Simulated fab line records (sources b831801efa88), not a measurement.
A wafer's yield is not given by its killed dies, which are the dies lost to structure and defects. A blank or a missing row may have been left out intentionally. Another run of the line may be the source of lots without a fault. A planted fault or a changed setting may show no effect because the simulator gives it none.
The tool behind it: which one? || flow gf180mcu || 33 wafers from 11 lots sampled at 4 of the route's 602 steps

WHAT EACH GAUGE READ, for each wafer
GF_V1_THK_MEAS_25: measures by xrf. Usual: for V1_W_THK the level is 361 nm and the standard deviation is 4.7.
{"lot": "L525", "measured": "day 18 01:11", "on": "film metro-03", "V1_W_THK (nm)": "364 360 369", "flag": ""}
{"lot": "L526", "measured": "day 18 14:14", "on": "film metro-04", "V1_W_THK (nm)": "362 360 359", "flag": ""}
{"lot": "L532", "measured": "day 21 00:31", "on": "film metro-03", "V1_W_THK (nm)": "365 368 368", "flag": ""}
{"lot": "L538", "measured": "day 23 03:17", "on": "film metro-04", "V1_W_THK (nm)": "364 355 359", "flag": ""}
{"lot": "L539", "measured": "day 23 07:15", "on": "film metro-04", "V1_W_THK (nm)": "362 358 356", "flag": ""}
{"lot": "L542", "measured": "day 24 08:01", "on": "film metro-03", "V1_W_THK (nm)": "364 360 362", "flag": ""}
{"lot": "L544", "measured": "day 25 00:01", "on": "film metro-04", "V1_W_THK (nm)": "357 364 358", "flag": ""}
{"lot": "L545", "measured": "day 25 04:52", "on": "film metro-04", "V1_W_THK (nm)": "359 352 356", "flag": ""}
{"lot": "L546", "measured": "day 25 17:33", "on": "film metro-02", "V1_W_THK (nm)": "358 360 361", "flag": ""}
{"lot": "L547", "measured": "day 25 23:52", "on": "film metro-04", "V1_W_THK (nm)": "357 357 354", "flag": ""}
{"lot": "L548", "measured": "day 26 08:05", "on": "film metro-02", "V1_W_THK (nm)": "353 360 351", "flag": ""}

TOOL THAT RAN EACH LOT (tool first, then ch and the chambers of the sampled wafers, then the start)
{"lot": "L525", "GF_M1_METAL_ETCH_16": "rie metal-01 ch 0,1, day 16 23:14", "GF_V1_COAT_09": "litho track-01 ch 0, day 17 12:00", "GF_V1_STRIP_18": "plasma asher-01 ch 0,1, day 18 00:19"}
{"lot": "L526", "GF_M1_METAL_ETCH_16": "rie metal-03 ch 0,1, day 17 11:32", "GF_V1_COAT_09": "litho track-01 ch 0, day 18 00:00", "GF_V1_STRIP_18": "plasma asher-04 ch 0,1, day 18 13:02"}
{"lot": "L532", "GF_M1_METAL_ETCH_16": "rie metal-04 ch 0,1, day 19 22:20", "GF_V1_COAT_09": "litho track-03 ch 0, day 20 11:00", "GF_V1_STRIP_18": "plasma asher-01 ch 0,1, day 20 23:40"}
{"lot": "L538", "GF_M1_METAL_ETCH_16": "rie metal-03 ch 0,1, day 22 02:17", "GF_V1_COAT_09": "litho track-04 ch 0, day 22 15:00", "GF_V1_STRIP_18": "plasma asher-01 ch 0,1, day 23 02:25"}
{"lot": "L539", "GF_M1_METAL_ETCH_16": "rie metal-03 ch 0,1, day 22 05:56", "GF_V1_COAT_09": "litho track-01 ch 0, day 22 18:00", "GF_V1_STRIP_18": "plasma asher-01 ch 0,1, day 23 06:22"}
{"lot": "L542", "GF_M1_METAL_ETCH_16": "rie metal-03 ch 0,1, day 23 07:11", "GF_V1_COAT_09": "litho track-01 ch 0, day 23 19:00", "GF_V1_STRIP_18": "plasma asher-01 ch 0,1, day 24 07:07"}
{"lot": "L544", "GF_M1_METAL_ETCH_16": "rie metal-03 ch 0,1, day 23 23:58", "GF_V1_COAT_09": "litho track-01 ch 0, day 24 11:00", "GF_V1_STRIP_18": "plasma asher-02 ch 0,1, day 24 23:10"}
{"lot": "L545", "GF_M1_METAL_ETCH_16": "rie metal-04 ch 0,1, day 24 04:41", "GF_V1_COAT_09": "litho track-01 ch 0, day 24 17:00", "GF_V1_STRIP_18": "plasma asher-01 ch 0,1, day 25 03:58"}
{"lot": "L546", "GF_M1_METAL_ETCH_16": "rie metal-01 ch 0, day 24 18:05", "GF_V1_COAT_09": "litho track-03 ch 0, day 25 05:00", "GF_V1_STRIP_18": "plasma asher-04 ch 0,1, day 25 16:40"}
{"lot": "L547", "GF_M1_METAL_ETCH_16": "rie metal-04 ch 0,1, day 25 00:24", "GF_V1_COAT_09": "litho track-04 ch 0, day 25 12:00", "GF_V1_STRIP_18": "plasma asher-04 ch 0,1, day 25 22:58"}
{"lot": "L548", "GF_M1_METAL_ETCH_16": "rie metal-04 ch 0,1, day 25 08:53", "GF_V1_COAT_09": "litho track-01 ch 0, day 25 20:00", "GF_V1_STRIP_18": "plasma asher-01 ch 0,1, day 26 07:13"}
- GF_M1_METAL_ETCH_16: etches the open film in Cl2/BCl3, stops on SiO2, target depth 627.5 nm, time 104.6 s.
- GF_V1_COAT_09: resist thk 1000 nm.
- GF_V1_STRIP_18: strips in O2/N2.

AS READ BY THE TOOLS THEMSELVES (means over the sampled wafers that have a number; for cases with no such wafer, the mark the record gives instead)
GF_M1_METAL_ETCH_16. Usual: chamber pressure mTorr 8.000 mTorr, standard deviation 0.0079; drypump motor current A 5.9 A, standard deviation 0.31; he backside leak sccm 3.34 sccm, standard deviation 0.13; mfc cl2 sccm 79.96 sccm, standard deviation 0.22; oes product au 0.974 a.u., standard deviation 0.0064; throttle valve pct 28.246 %, standard deviation 0.011.
{"lot": "L525", "tool": "rie metal-01", "chamber pressure mTorr (mTorr)": 8.005, "drypump motor current A (A)": 5.9, "he backside leak sccm (sccm)": 3.39, "mfc cl2 sccm (sccm)": 80.01, "oes product au (a.u.)": 0.971, "throttle valve pct (%)": 28.237, "flag": ""}
{"lot": "L526", "tool": "rie metal-03", "chamber pressure mTorr (mTorr)": 8.000, "drypump motor current A (A)": 5.9, "he backside leak sccm (sccm)": 3.39, "mfc cl2 sccm (sccm)": 79.94, "oes product au (a.u.)": 0.978, "throttle valve pct (%)": 28.246, "flag": ""}
{"lot": "L532", "tool": "rie metal-04", "chamber pressure mTorr (mTorr)": 7.998, "drypump motor current A (A)": 5.8, "he backside leak sccm (sccm)": 3.32, "mfc cl2 sccm (sccm)": 79.95, "oes product au (a.u.)": 0.969, "throttle valve pct (%)": 28.247, "flag": ""}
{"lot": "L538", "tool": "rie metal-03", "chamber pressure mTorr (mTorr)": 7.997, "drypump motor current A (A)": 5.9, "he backside leak sccm (sccm)": 3.27, "mfc cl2 sccm (sccm)": 79.97, "oes product au (a.u.)": 0.979, "throttle valve pct (%)": 28.241, "flag": ""}
{"lot": "L539", "tool": "rie metal-03", "chamber pressure mTorr (mTorr)": 8.004, "drypump motor current A (A)": 5.9, "he backside leak sccm (sccm)": 3.39, "mfc cl2 sccm (sccm)": 80.04, "oes product au (a.u.)": 0.977, "throttle valve pct (%)": 28.243, "flag": ""}
{"lot": "L542", "tool": "rie metal-03", "chamber pressure mTorr (mTorr)": 8.001, "drypump motor current A (A)": 6.1, "he backside leak sccm (sccm)": 3.26, "mfc cl2 sccm (sccm)": 80.21, "oes product au (a.u.)": 0.973, "throttle valve pct (%)": 28.254, "flag": ""}
{"lot": "L544", "tool": "rie metal-03", "chamber pressure mTorr (mTorr)": 8.004, "drypump motor current A (A)": 5.9, "he backside leak sccm (sccm)": 3.18, "mfc cl2 sccm (sccm)": 79.98, "oes product au (a.u.)": 0.967, "throttle valve pct (%)": 28.262, "flag": ""}
{"lot": "L545", "tool": "rie metal-04", "chamber pressure mTorr (mTorr)": 7.995, "drypump motor current A (A)": 5.8, "he backside leak sccm (sccm)": 3.33, "mfc cl2 sccm (sccm)": 80.10, "oes product au (a.u.)": 0.973, "throttle valve pct (%)": 28.253, "flag": ""}
{"lot": "L546", "tool": "rie metal-01", "chamber pressure mTorr (mTorr)": 8.000, "drypump motor current A (A)": 6.3, "he backside leak sccm (sccm)": 3.27, "mfc cl2 sccm (sccm)": 79.93, "oes product au (a.u.)": 0.982, "throttle valve pct (%)": 28.231, "flag": ""}
{"lot": "L547", "tool": "rie metal-04", "chamber pressure mTorr (mTorr)": 8.004, "drypump motor current A (A)": 5.8, "he backside leak sccm (sccm)": 3.38, "mfc cl2 sccm (sccm)": 79.97, "oes product au (a.u.)": 0.978, "throttle valve pct (%)": 28.233, "flag": ""}
{"lot": "L548", "tool": "rie metal-04", "chamber pressure mTorr (mTorr)": 7.999, "drypump motor current A (A)": 5.9, "he backside leak sccm (sccm)": 3.33, "mfc cl2 sccm (sccm)": 79.89, "oes product au (a.u.)": 0.972, "throttle valve pct (%)": 28.254, "flag": ""}

GF_V1_STRIP_18. Usual: chamber pressure mTorr 1500.0 mTorr, standard deviation 1.4; drypump motor current A 5.5 A, standard deviation 0.39; heater power w 318 W, standard deviation 39; oes product au 0.593 a.u., standard deviation 0.005.
{"lot": "L525", "tool": "plasma asher-01", "chamber pressure mTorr (mTorr)": 1499.8, "drypump motor current A (A)": 5.3, "heater power w (W)": 303, "oes product au (a.u.)": 0.595, "flag": ""}
{"lot": "L526", "tool": "plasma asher-04", "chamber pressure mTorr (mTorr)": 1501.0, "drypump motor current A (A)": 6.0, "heater power w (W)": 304, "oes product au (a.u.)": 0.594, "flag": ""}
{"lot": "L532", "tool": "plasma asher-01", "chamber pressure mTorr (mTorr)": 1498.8, "drypump motor current A (A)": 5.4, "heater power w (W)": 307, "oes product au (a.u.)": 0.628, "flag": "OFF"}
{"lot": "L538", "tool": "plasma asher-01", "chamber pressure mTorr (mTorr)": 1500.0, "drypump motor current A (A)": 5.3, "heater power w (W)": 308, "oes product au (a.u.)": 0.596, "flag": ""}
{"lot": "L539", "tool": "plasma asher-01", "chamber pressure mTorr (mTorr)": 1499.5, "drypump motor current A (A)": 5.4, "heater power w (W)": 307, "oes product au (a.u.)": 0.596, "flag": ""}
{"lot": "L542", "tool": "plasma asher-01", "chamber pressure mTorr (mTorr)": 1500.7, "drypump motor current A (A)": 5.2, "heater power w (W)": 324, "oes product au (a.u.)": 0.591, "flag": ""}
{"lot": "L544", "tool": "plasma asher-02", "chamber pressure mTorr (mTorr)": 1498.7, "drypump motor current A (A)": 5.5, "heater power w (W)": 349, "oes product au (a.u.)": 0.592, "flag": ""}
{"lot": "L545", "tool": "plasma asher-01", "chamber pressure mTorr (mTorr)": 1498.9, "drypump motor current A (A)": 5.2, "heater power w (W)": 325, "oes product au (a.u.)": 0.591, "flag": ""}
{"lot": "L546", "tool": "plasma asher-04", "chamber pressure mTorr (mTorr)": 1501.4, "drypump motor current A (A)": 5.6, "heater power w (W)": 316, "oes product au (a.u.)": 0.594, "flag": ""}
{"lot": "L547", "tool": "plasma asher-04", "chamber pressure mTorr (mTorr)": 1498.9, "drypump motor current A (A)": 5.6, "heater power w (W)": 314, "oes product au (a.u.)": 0.595, "flag": ""}
{"lot": "L548", "tool": "plasma asher-01", "chamber pressure mTorr (mTorr)": 1500.1, "drypump motor current A (A)": 5.2, "heater power w (W)": 329, "oes product au (a.u.)": 0.592, "flag": ""}

THE ANSWER, worked out from the rows above alone
Rule: lot off if the mean of its wafers having a number is beyond 3 standard deviations from the usual mean. A lot without any number at a reading at which 4 lots or more have one is off too. The other lots that the step has rows for count as sound. Order of review: gauges by route order, followed by the tools' own readings, for which a lot's mean as printed above is used. At the first step where some lot is off, the reading lying furthest off is the one used; lots without a number count as furthest.
Off at GF_V1_STRIP_18 (oes product au): L532.
A tool fits if, at that step or a process step before it, it ran every lot that is off, and no sound lot after the first of them. No candidate that was tried fits.

WHAT THE SIMULATOR HAD PUT IN
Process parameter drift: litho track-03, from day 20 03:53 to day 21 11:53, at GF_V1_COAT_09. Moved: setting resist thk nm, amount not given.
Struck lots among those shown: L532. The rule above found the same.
